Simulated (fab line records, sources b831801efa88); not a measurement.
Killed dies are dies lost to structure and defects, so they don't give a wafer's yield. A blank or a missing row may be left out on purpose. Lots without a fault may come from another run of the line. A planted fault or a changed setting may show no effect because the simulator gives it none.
Which tool did it? | flow gf180mcu | 14 lots, 42 wafers sampled, at 5 steps of a route of 602

WHAT THE GAUGES READ, wafer by wafer
GF_STI_THK_MEAS_22. Usual: STI_OXIDATION_01_THK 15.06 nm, standard deviation 0.27.
lot  | measured    | on            | STI_OXIDATION_01_THK (nm) | flag
L349 | day 2 13:38 | film_metro-03 | 15.09 14.87 14.98         |
L350 | day 2 19:10 | film_metro-01 | 14.88 15.00 14.72         |
L352 | day 3 04:52 | film_metro-01 | 14.97 14.67 14.92         |
L357 | day 4 06:58 | film_metro-03 | 15.10 15.08 14.75         |
L358 | day 4 12:10 | film_metro-01 | 15.08 15.40 15.10         |
L359 | day 4 17:50 | film_metro-01 | 15.11 15.43 15.25         |
L362 | day 5 08:33 | film_metro-03 | 15.23 15.22 15.22         |
L363 | day 5 15:00 | film_metro-03 | 15.34 15.09 15.11         |
L364 | day 5 19:41 | film_metro-01 | 15.69 15.68 15.60         |
L365 | day 5 23:50 | film_metro-01 | 15.57 15.39 15.69         |
L366 | day 6 04:28 | film_metro-03 | 15.07 14.85 15.10         |
L368 | day 6 17:32 | film_metro-04 | 14.85 14.85 15.07         |
L369 | day 6 21:31 | film_metro-01 | 14.68 14.85 14.67         |
L370 | day 7 02:16 | film_metro-04 | 14.84 14.75 15.04         |

GF_HV_LDD_TW_MEAS_50. Usual: HV_LDD_4_TW 574, standard deviation 10.
lot  | measured     | on            | HV_LDD_4_TW             | flag
L349 | day 13 01:41 | film_metro-03 | 582 581 582             |
L350 | day 13 07:29 | film_metro-04 | 557 558 560             |
L352 | day 14 00:26 | film_metro-04 | 557 557 561             |
L357 | day 15 20:19 | film_metro-03 | 522 524 522 521 522 523 | OFF
L358 | day 16 01:17 | film_metro-02 | 507 508 510 508 507 507 | OFF
L359 | day 16 09:18 | film_metro-02 | 505 508 510 508 509 509 | OFF
L362 | day 17 11:36 | film_metro-04 | 564 564 560             |
L363 | day 18 02:59 | film_metro-03 | 585 584 586             |
L364 | day 18 05:29 | film_metro-02 | 574 568 569             |
L365 | day 18 11:26 | film_metro-02 | 571 571 568             |
L366 | day 18 20:12 | film_metro-02 | 569 569 569             |
L368 | day 19 17:54 | film_metro-03 | 585 586 587             |
L369 | day 19 20:26 | film_metro-03 | 589 589 585             |
L370 | day 20 02:53 | film_metro-03 | 584 584 581             |

GF_SALICIDE_RS_MEAS_04: measures by four-point-probe. Usual: SALICIDE_TIN_RS 16.30 ohm/sq, standard deviation 0.25.
lot  | measured     | on            | SALICIDE_TIN_RS (ohm/sq) | flag
L349 | day 15 22:01 | film_metro-02 | 16.71 16.16 16.62        |
L350 | day 16 02:49 | film_metro-01 | 16.00 16.47 16.26        |
L352 | day 16 22:12 | film_metro-01 | 16.56 16.41 16.57        |
L357 | day 19 00:58 | film_metro-02 | 16.22 16.44 16.26        |
L358 | day 19 02:04 | film_metro-02 | 16.19 16.18 16.15        |
L359 | day 19 12:07 | film_metro-02 | 16.19 16.09 15.95        |
L362 | day 20 15:41 | film_metro-03 | 16.65 16.28 16.88        |
L363 | day 21 08:00 | film_metro-02 | 16.82 16.79 16.86        |
L364 | day 21 09:17 | film_metro-01 | 16.44 16.45 16.55        |
L365 | day 21 16:00 | film_metro-01 | 16.19 16.50 16.44        |
L366 | day 22 01:52 | film_metro-01 | 16.19 16.39 16.58        |
L368 | day 22 20:55 | film_metro-01 | 16.44 16.65 16.80        |
L369 | day 22 23:29 | film_metro-02 | 16.10 16.14 16.28        |
L370 | day 23 05:34 | film_metro-02 | 15.99 16.24 15.99        |

GF_M1_RS_MEAS_05: measures by four-point-probe. Usual: M1_ALCU_RS 0.0695 ohm/sq, standard deviation 0.00082.
lot  | measured     | on            | M1_ALCU_RS (ohm/sq)  | flag
L349 | day 16 22:50 | film_metro-01 | 0.0691 0.0689 0.0690 |
L350 | day 17 04:10 | film_metro-02 | 0.0685 0.0693 0.0693 |
L352 | day 18 00:37 | film_metro-02 | 0.0692 0.0688 0.0686 |
L357 | day 20 03:31 | film_metro-02 | 0.0704 0.0703 0.0708 |
L358 | day 20 04:59 | film_metro-04 | 0.0686 0.0687 0.0686 |
L359 | day 20 14:38 | film_metro-02 | 0.0698 0.0696 0.0697 |
L362 | day 21 17:37 | film_metro-02 | 0.0698 0.0689 0.0694 |
L363 | day 22 09:37 | film_metro-01 | 0.0711 0.0707 0.0711 |
L364 | day 22 11:29 | film_metro-02 | 0.0690 0.0688 0.0687 |
L365 | day 22 18:07 | film_metro-02 | 0.0711 0.0700 0.0707 |
L366 | day 23 03:51 | film_metro-04 | 0.0696 0.0695 0.0689 |
L368 | day 23 22:21 | film_metro-02 | 0.0696 0.0698 0.0700 |
L369 | day 23 23:58 | film_metro-01 | 0.0683 0.0681 0.0686 |
L370 | day 24 06:31 | film_metro-01 | 0.0694 0.0701 0.0696 |

WHICH TOOL RAN EACH LOT (tool, then ch and the chambers of the sampled wafers, then the start)
lot  | GF_HV_LDD_IMPLANT_48
L349 | implanter-01 ch 0, day 13 01:26
L350 | implanter-01 ch 0, day 13 07:14
L352 | implanter-04 ch 0, day 14 00:13
L357 | implanter-04 ch 0, day 15 20:05
L358 | implanter-04 ch 0, day 16 01:02
L359 | implanter-04 ch 0, day 16 09:03
L362 | implanter-01 ch 0, day 17 11:21
L363 | implanter-02 ch 0, day 18 02:47
L364 | implanter-01 ch 0, day 18 05:14
L365 | implanter-02 ch 0, day 18 11:11
L366 | implanter-02 ch 0, day 18 19:59
L368 | implanter-02 ch 0, day 19 17:39
L369 | implanter-01 ch 0, day 19 20:13
L370 | implanter-04 ch 0, day 20 02:38
- GF_HV_LDD_IMPLANT_48

WHAT THE TOOLS THEMSELVES READ (means of the sampled wafers that have a number; where no wafer has one, the mark that the record gives instead)
GF_HV_LDD_IMPLANT_48. Usual: beam_on_s 10.03 s, standard deviation 0.2; tilt_deg 6.996 degrees, standard deviation 0.019.
lot  | tool         | beam_on_s (s) | tilt_deg (degrees) | flag
L349 | implanter-01 | 10.09         | 7.011              |
L350 | implanter-01 | 10.03         | 6.972              |
L352 | implanter-04 | 10.09         | 6.991              |
L357 | implanter-04 | 10.11         | -0.008             | OFF
L358 | implanter-04 | 10.07         | -0.009             | OFF
L359 | implanter-04 | 10.12         | 0.011              | OFF
L362 | implanter-01 | 10.21         | 6.995              |
L363 | implanter-02 | 9.90          | 7.018              |
L364 | implanter-01 | 10.08         | 6.984              |
L365 | implanter-02 | 10.07         | 6.999              |
L366 | implanter-02 | 9.94          | 7.000              |
L368 | implanter-02 | 10.01         | 6.993              |
L369 | implanter-01 | 9.93          | 6.976              |
L370 | implanter-04 | 9.79          | 6.995              |

THE ANSWER, worked out from the rows above alone
Rule: a lot is off if the mean of its wafers that have a number lies more than 3 standard deviations from the usual mean. A lot without any number at a reading at which 4 lots or more have one is off too. The other lots that the step has rows for count as sound. The gauges are gone through in route order, then the tools' own readings, and for those a lot's mean is taken as printed above. The first step at which some lot is off is used, and at that step the reading that is off furthest; a lot without a number counts as furthest.
Off: L357, L358, L359, at GF_HV_LDD_TW_MEAS_50 (HV_LDD_4_TW).
A tool fits if, at a process step before that reading, it ran every lot that is off, and no sound lot after the first of them. The gauges at GF_HV_LDD_TW_MEAS_50 aren't tried: what is off there is off at GF_HV_LDD_IMPLANT_48 too, on other tools, and a gauge's error can't cause that. None of those tried fits.

WHAT THE SIMULATOR HAD PUT IN
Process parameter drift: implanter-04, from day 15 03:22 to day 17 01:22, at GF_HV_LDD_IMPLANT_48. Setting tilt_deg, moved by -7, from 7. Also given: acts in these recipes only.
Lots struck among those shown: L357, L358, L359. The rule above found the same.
